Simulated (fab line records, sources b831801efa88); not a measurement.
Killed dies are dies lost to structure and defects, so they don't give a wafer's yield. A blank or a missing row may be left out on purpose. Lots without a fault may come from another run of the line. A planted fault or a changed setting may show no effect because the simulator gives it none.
Which tool did it? | flow sky130 | 24 lots, 72 wafers sampled, at 3 steps of a route of 708

WHAT THE GAUGES READ, wafer by wafer
SKY_VT_ADJUST_PCH_TW_MEAS_10. Usual: VT_ADJUST_PCH_TW 143.0, standard deviation 2.2.
lot  | measured     | on            | VT_ADJUST_PCH_TW  | flag
L074 | day 10 11:34 | film_metro-04 | 145.2 145.1 144.8 |
L075 | day 10 19:40 | film_metro-04 | 145.4 146.0 145.0 |
L076 | day 11 03:35 | film_metro-04 | 144.8 145.0 145.8 |
L077 | day 11 11:09 | film_metro-02 | 139.7 139.8 140.0 |
L078 | day 11 19:55 | film_metro-01 | 142.9 140.9 142.0 |
L079 | day 11 22:13 | film_metro-04 | 145.4 144.7 146.1 |
L080 | day 12 10:46 | film_metro-02 | 140.2 141.1 141.4 |
L081 | day 12 17:05 | film_metro-04 | 145.0 144.9 145.3 |
L082 | day 12 20:49 | film_metro-04 | 145.8 145.7 145.3 |
L083 | day 13 00:50 | film_metro-04 | 145.6 145.7 144.8 |
L084 | day 13 12:19 | film_metro-04 | 144.9 145.6 145.2 |
L085 | day 13 22:50 | film_metro-04 | 144.9 146.0 145.2 |
L086 | day 14 02:07 | film_metro-01 | 142.6 141.6 141.6 |
L087 | day 14 10:31 | film_metro-02 | 140.6 141.2 140.5 |
L088 | day 14 22:22 | film_metro-01 | 141.3 142.4 142.3 |
L089 | day 15 09:11 | film_metro-01 | 141.9 141.3 141.6 |
L090 | day 15 17:04 | film_metro-02 | 139.3 140.2 139.5 |
L091 | day 15 17:37 | film_metro-02 | 140.4 139.9 140.2 |
L092 | day 15 21:43 | film_metro-04 | 144.2 144.7 144.9 |
L093 | day 16 10:33 | film_metro-01 | 142.3 142.6 143.3 |
L094 | day 16 21:31 | film_metro-02 | 140.7 140.8 140.3 |
L095 | day 17 07:02 | film_metro-01 | 142.4 142.2 142.6 |
L096 | day 17 16:00 | film_metro-02 | 140.6 139.9 139.6 |
L097 | day 18 01:18 | film_metro-04 | 144.7 144.7 143.9 |

SKY_POLY_GATE_THK_MEAS_21. Usual: POLY_GATE_OXIDATION_THK 3.99 nm, standard deviation 0.094.
lot  | measured     | on            | POLY_GATE_OXIDATION_THK (nm) | flag
L074 | day 16 10:19 | film_metro-02 | 3.97 3.95 3.94               |
L075 | day 16 23:31 | film_metro-04 | 4.11 4.03 4.05               |
L076 | day 17 05:39 | film_metro-04 | 4.05 4.00 3.99               |
L077 | day 17 18:57 | film_metro-02 | 3.94 3.99 3.89               |
L078 | day 18 01:53 | film_metro-02 | 3.90 3.92 3.91               |
L079 | day 18 11:17 | film_metro-02 | 4.03 4.06 4.08               |
L080 | day 18 22:21 | film_metro-02 | 4.07 4.09 4.06               |
L081 | day 19 07:04 | film_metro-04 | 3.96 4.00 3.94               |
L082 | day 19 11:52 | film_metro-01 | 3.93 3.93 3.94               |
L083 | day 19 15:35 | film_metro-02 | 3.99 4.17 4.08               |
L084 | day 20 05:18 | film_metro-01 | 3.92 3.95 3.97               |
L085 | day 20 18:20 | film_metro-01 | 4.10 4.06 4.06               |
L086 | day 20 19:38 | film_metro-02 | 3.91 3.99 3.99               |
L087 | day 21 03:05 | film_metro-02 | 3.92 3.89 3.81               |
L088 | day 21 20:20 | film_metro-02 | 4.02 3.85 3.94               |
L089 | day 22 04:07 | film_metro-04 | 3.83 3.88 3.82               |
L090 | day 22 15:01 | film_metro-01 | 4.11 4.06 4.16               |
L091 | day 22 16:28 | film_metro-04 | 4.06 4.08 4.10               |
L092 | day 22 20:44 | film_metro-04 | 3.92 3.98 3.90               |
L093 | day 23 09:08 | film_metro-01 | 3.99 4.04 3.98               |
L094 | day 23 21:08 | film_metro-02 | 4.17 4.10 4.00               |
L095 | day 24 08:02 | film_metro-04 | 4.02 3.99 3.95               |
L096 | day 24 12:53 | film_metro-04 | 4.15 4.09 4.04               |
L097 | day 25 02:25 | film_metro-02 | 3.78 3.83 3.79               |

SKY_LDD_HVN_OVL_MEAS_07. Usual: LDD_HVN_OVL 0.5 nm, standard deviation 1.2.
lot  | measured     | on         | LDD_HVN_OVL (nm) | flag
L074 | day 20 05:34 | overlay-01 | 0.2 1.6 4.3      |
L075 | day 20 19:25 | overlay-01 | -0.4 1.9 1.1     |
L076 | day 21 02:05 | overlay-01 | -1.5 -1.9 -2.4   |
L077 | day 21 15:52 | overlay-01 | -1.0 -0.1 -0.9   |
L078 | day 22 00:02 | overlay-01 | 0.7 -1.1 -1.9    |
L079 | day 22 07:47 | overlay-01 | 2.5 1.6 1.7      |
L080 | day 22 19:40 | overlay-02 | 0.1 -1.0 -1.3    |
L081 | day 23 03:56 | overlay-01 | 0.7 0.0 0.0      |
L082 | day 23 08:52 | overlay-02 | 1.9 0.7 1.3      |
L083 | day 23 13:41 | overlay-01 | -2.4 0.2 -1.6    |
L084 | day 24 01:53 | overlay-01 | -1.0 -1.1 0.3    |
L085 | day 24 14:29 | overlay-01 | 1.3 1.3 -0.2     |
L086 | day 24 15:25 | overlay-01 | -0.5 -1.4 1.0    |
L087 | day 24 23:07 | overlay-02 | 1.2 1.6 1.2      |
L088 | day 25 15:28 | overlay-01 | 2.2 1.1 1.0      |
L089 | day 25 22:02 | overlay-01 | 0.3 1.5 1.5      |
L090 | day 26 09:38 | overlay-01 | -0.1 -1.1 -0.6   |
L091 | day 26 11:37 | overlay-01 | 1.5 0.0 0.1      |
L092 | day 26 13:28 | overlay-02 | -1.0 0.4 1.5     |
L093 | day 27 02:28 | overlay-02 | -1.1 -0.3 0.5    |
L094 | day 27 13:40 | overlay-01 | 0.1 -0.8 1.0     |
L095 | day 28 01:35 | overlay-02 | 1.6 2.3 0.8      |
L096 | day 28 05:25 | overlay-02 | 2.5 3.3 0.7      |
L097 | day 28 19:08 | overlay-02 | 2.5 0.9 -0.2     |

WHICH TOOL RAN EACH LOT (tool, then ch and the chambers of the sampled wafers, then the start)
The record holds no process step before these readings.

WHAT THE TOOLS THEMSELVES READ (means of the sampled wafers that have a number; where no wafer has one, the mark that the record gives instead)
The record holds no such reading with a usual standard deviation.

THE ANSWER, worked out from the rows above alone
Rule: a lot is off if the mean of its wafers that have a number lies more than 3 standard deviations from the usual mean. A lot without any number at a reading at which 4 lots or more have one is off too. The other lots that the step has rows for count as sound. The gauges are gone through in route order, then the tools' own readings, and for those a lot's mean is taken as printed above. The first step at which some lot is off is used, and at that step the reading that is off furthest; a lot without a number counts as furthest.
No lot is off at any reading shown: from this, nothing can be told.

WHAT THE SIMULATOR HAD PUT IN
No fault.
